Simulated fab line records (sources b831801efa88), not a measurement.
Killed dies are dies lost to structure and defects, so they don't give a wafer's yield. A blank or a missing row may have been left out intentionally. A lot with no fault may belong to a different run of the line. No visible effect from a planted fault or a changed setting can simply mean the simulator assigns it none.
Chamber matching | flow gf180mcu | GF_V2_CVD_02 on pecvd-01 has 3 sister chambers
The step deposits SiO2 from TEOS, target thk 850 nm, time 94.851 s. 3 wafers are shown with their chamber, then 9 later ones without.

WAFERS WITH THEIR CHAMBER
wafer  | chamber | rf-fwd-power-W (W)
L090.4 | 1       | 599.8
L090.5 | 0       | 597.9
L090.6 | 2       | 599.1

WAFERS WITHOUT THEIR CHAMBER
wafer  | rf-fwd-power-W (W)
L092.1 | 593.8
L092.2 | 597.6
L092.3 | 597.4
L094.1 | 597.9
L094.4 | 595.3
L094.5 | 597.3
L095.1 | 596.3
L095.2 | 599.0
L095.6 | 600.9

CHAMBER TAKEN BY EACH
wafer  | from the rows above          | in truth
L092.1 | can't be placed: 0 or 2 or 1 | 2
L092.2 | can't be placed: 0 or 2 or 1 | 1
L092.3 | can't be placed: 0 or 2 or 1 | 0
L094.1 | can't be placed: 0 or 2 or 1 | 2
L094.4 | can't be placed: 0 or 2 or 1 | 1
L094.5 | can't be placed: 0 or 2 or 1 | 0
L095.1 | can't be placed: 0 or 2 or 1 | 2
L095.2 | can't be placed: 2 or 1 or 0 | 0
L095.6 | can't be placed: 1 or 2 or 0 | 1
0 of 9 placed correctly. Can't be placed from these rows: 9 (the true chamber is among the candidates in 9). Wrongly placed: 0.
How it was worked out, from the rows above alone: a wafer's distance from a chamber is the root of the sum, over the readings, of the square of ((its reading less the chamber's mean) divided by the reading's scatter). The wafer belongs to the nearest chamber; if the next one is less than 2 further off, it can't be placed. Each chamber's mean is taken over the wafers shown for it. The scatter: with one shown wafer a chamber, the root of the mean of the squares of how far each hidden wafer lies from its nearest shown one.
